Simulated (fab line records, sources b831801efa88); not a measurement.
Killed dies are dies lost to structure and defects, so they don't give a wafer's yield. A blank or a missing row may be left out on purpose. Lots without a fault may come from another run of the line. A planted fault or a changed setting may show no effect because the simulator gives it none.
A struck lot beside a sound one | flow sfq_line | 42 steps out of a route of 325
Sound: wafers L592.1, L592.2, L592.3. Struck: wafers L604.4, L604.6. (L604.3 of the same lot was not struck and is left out.) The cause comes at the end.
At each step with rows: each side's tool, then ch and its chambers, then its first start. Under that, the readings that differ: sound wafers | struck wafers | difference of the means | sigmas: that difference in standard deviations of wafers without a fault.
alike: readings whose means differ by less than 2 such deviations, and words and numbers that are the same on both sides. not compared: withheld readings, readings that some wafer has no value for, bounds like >300 that may hide the same value, and numbers for which the record gives no deviation and whose values overlap.
The two part at a step that has a row with sigmas, a row that says differs or no value, or rows on one side only. Numbers that don't overlap but have no deviation are shown without sigmas and don't part them. A reading that every wafer of one side lacks parts them only if that side has two wafers or more.

first, 6 steps without rows for these wafers: SFQ_TRILAYER_I2_VIA_LITHO_COAT_072 (resist thk 62 nm); SFQ_TRILAYER_I2_VIA_LITHO_COAT_067 (resist thk 650 nm); SFQ_TRILAYER_I2_VIA_LITHO_SOFTBAKE_071; SFQ_TRILAYER_I2_VIA_LITHO_EXPOSE_068 (exposes mask I2, target cd 500 nm); SFQ_TRILAYER_I2_VIA_LITHO_PEB_070 (peb time 60 s); SFQ_TRILAYER_I2_VIA_LITHO_DEVELOP_069 (time 60 s).
SFQ_I2_OVL_MEAS_918:
  sound on overlay-01, day 26 05:44; struck on overlay-01, day 31 08:39
  alike: I2_OVL
SFQ_TRILAYER_I2_VIA_BARC_OPEN_VIA_ETCH_096: etches BARC in O2, target depth 125 nm, time 41.7 s.
  sound on rie_diel-04 ch 0,1,2, day 26 05:46; struck on rie_diel-01 ch 1,3, day 31 08:41
  reading                | sound   | struck | difference                    | sigmas
  rf_hours_counter_h (h) | 63 22 3 | - -    | no value on the struck wafers |
  alike: drypump_motor_current_A, oes_product_au
then, 4 steps without rows for these wafers: SFQ_TRILAYER_I2_VIA_ETCH_VIA_ETCH_070 (etches SiO2 in CHF3, stops on Nb, target depth 260 nm); SFQ_TRILAYER_I2_VIA_STRIP_STRIP_071 (strips in O2); SFQ_TRILAYER_I2_VIA_STRIP_SOLV_CLEAN_072 (cleans in NMP, time 600 s); SFQ_TRILAYER_M3_DEP_PRE_CLEAN_074 (time 22.5 s).
SFQ_TRILAYER_M3_DEP_SPUTTER_073: material Nb, target thk 200 nm, time 133.3 s.
  sound on pvd_sputter-03, day 26 06:46; struck on pvd_sputter-03, day 31 09:38
  reading                                             | sound             | struck      | difference | sigmas
  model.Nb_of_TRILAYER_M3_DEP_SPUTTER_073.thk_nm (nm) | 199.9 199.7 197.7 | 302.8 303.8 | +104.2     |
  alike: resputter_cathode_voltage_v, substrate_temp_c, throttle_valve_pct
SFQ_M3_RS_MEAS_919: measures by four-point-probe.
  sound on film_metro-04, day 26 06:51; struck on film_metro-02, day 31 09:46
  reading           | sound             | struck      | difference | sigmas
  M3_NB_RS (ohm/sq) | 0.889 0.890 0.898 | 0.585 0.583 | -0.308     | -34
then, 6 steps without rows for these wafers: SFQ_TRILAYER_M3_LITHO_COAT_080 (resist thk 62 nm); SFQ_TRILAYER_M3_LITHO_COAT_075 (resist thk 600 nm); SFQ_TRILAYER_M3_LITHO_SOFTBAKE_079; SFQ_TRILAYER_M3_LITHO_EXPOSE_076 (exposes mask M3, target cd 500 nm); SFQ_TRILAYER_M3_LITHO_PEB_078 (peb time 60 s); SFQ_TRILAYER_M3_LITHO_DEVELOP_077 (time 60 s).
-- the record jumps here: 6 days lie between the struck wafers' starts before and after --
SFQ_M3_OVL_MEAS_921:
  sound on overlay-02, day 32 06:14; struck on overlay-02, day 37 12:14
  reading     | sound   | struck | difference | sigmas
  M3_OVL (nm) | -6 -7 3 | 8 10   | +12        | +2
then, 1 step without rows for these wafers: SFQ_TRILAYER_M3_BARC_OPEN_METAL_ETCH_100 (etches BARC in O2, target depth 125 nm, time 41.7 s).
SFQ_TRILAYER_M3_ETCH_METAL_ETCH_078: etches Nb in Cl2/Ar, stops on SiO2, target depth 240 nm, time 120 s.
  sound on rie_metal-04 ch 0,1, day 32 06:20; struck on rie_metal-01 ch 0,1, day 37 12:22
  reading               | sound             | struck      | difference | sigmas
  oes_product_au (a.u.) | 0.894 0.894 0.888 | 0.997 1.001 | +0.107     | +16
  alike: drypump_motor_current_A
  not compared: rf_hours_counter_h
then, 2 steps without rows for these wafers: SFQ_TRILAYER_M3_STRIP_STRIP_079 (strips in O2); SFQ_TRILAYER_M3_STRIP_SOLV_CLEAN_080 (cleans in NMP, time 600 s).
SFQ_TRILAYER_I3_DEP_PECVD_081: deposits SiO2 from SiH4/N2O, time 111.11 s, target thk 500 nm.
  sound on pecvd-02 ch 0,1,2, day 32 07:15; struck on pecvd-03 ch 0,2, day 37 13:14
  alike: heater_power_w, throttle_valve_pct
then, 1 step without rows for these wafers: SFQ_TRILAYER_I3_CMP_CMP_082 (polishes SiO2).
SFQ_I3_BOW_MEAS_922:
  sound on film_metro-04, day 33 17:02; struck on film_metro-02, day 37 22:42
  alike: I3_BOW
SFQ_TRILAYER_I3_METRO_MEASURE_083:
  sound on film_metro-04, day 33 17:09; struck on film_metro-02, day 37 23:11
  alike: thk_nm
then, 6 steps without rows for these wafers: SFQ_TRILAYER_I3_VIA_LITHO_COAT_090 (resist thk 62 nm); SFQ_TRILAYER_I3_VIA_LITHO_COAT_085 (resist thk 650 nm); SFQ_TRILAYER_I3_VIA_LITHO_SOFTBAKE_089; SFQ_TRILAYER_I3_VIA_LITHO_EXPOSE_086 (exposes mask I3, target cd 500 nm); SFQ_TRILAYER_I3_VIA_LITHO_PEB_088 (peb time 60 s); SFQ_TRILAYER_I3_VIA_LITHO_DEVELOP_087 (time 60 s).
-- the record jumps here: 6 days lie between the struck wafers' starts before and after --
SFQ_I3_OVL_MEAS_923:
  sound on overlay-01, day 39 12:14; struck on overlay-02, day 44 00:48
  alike: I3_OVL
SFQ_TRILAYER_I3_VIA_BARC_OPEN_VIA_ETCH_121: etches BARC in O2, target depth 125 nm, time 41.7 s.
  sound on rie_diel-02 ch 0,1,3, day 39 12:16; struck on rie_diel-01 ch 0,1, day 44 00:49
  alike: drypump_motor_current_A, oes_product_au
  not compared: rf_hours_counter_h
then, 1 step without rows for these wafers: SFQ_TRILAYER_I3_VIA_ETCH_VIA_ETCH_088 (etches SiO2 in CHF3, stops on Nb, target depth 260 nm).
SFQ_TRILAYER_I3_VIA_STRIP_STRIP_089: strips in O2.
  sound on rie_metal-03 ch 0,1, day 39 12:25; struck on rie_metal-02 ch 0,1, day 44 01:10
  alike: drypump_motor_current_A, oes_product_au, platen_temp_c
  not compared: rf_hours_counter_h
then, 2 steps without rows for these wafers: SFQ_TRILAYER_I3_VIA_STRIP_SOLV_CLEAN_090 (cleans in NMP, time 600 s); SFQ_TRILAYER_M4_DEP_PRE_CLEAN_092 (time 22.5 s).
-- the record jumps here: 43 days lie between the struck wafers' starts before and after --
SFQ_M8_BOW_MEAS_951:
  sound on film_metro-03, day 85 09:47; struck on film_metro-02, day 87 08:52
  reading                       | sound                | struck        | difference | sigmas
  model.etest.m3.comb_log10_ohm | 12 12 12             | 0 0           | -12        |
  model.etest.m3.ohm_sq         | 0.8897 0.8905 0.8998 | 0.5875 0.5855 | -0.3068    |
  alike: M8_BOW

WHERE THEY PART
First at SFQ_TRILAYER_I2_VIA_BARC_OPEN_VIA_ETCH_096; last, within this record, at SFQ_TRILAYER_M3_ETCH_METAL_ETCH_078. Later steps at which nothing parts them and some readings are alike: SFQ_TRILAYER_I3_DEP_PECVD_081, SFQ_I3_BOW_MEAS_922, SFQ_TRILAYER_I3_METRO_MEASURE_083, SFQ_I3_OVL_MEAS_923, SFQ_TRILAYER_I3_VIA_BARC_OPEN_VIA_ETCH_121, SFQ_TRILAYER_I3_VIA_STRIP_STRIP_089, SFQ_M8_BOW_MEAS_951.

WHY: what the simulator had put in
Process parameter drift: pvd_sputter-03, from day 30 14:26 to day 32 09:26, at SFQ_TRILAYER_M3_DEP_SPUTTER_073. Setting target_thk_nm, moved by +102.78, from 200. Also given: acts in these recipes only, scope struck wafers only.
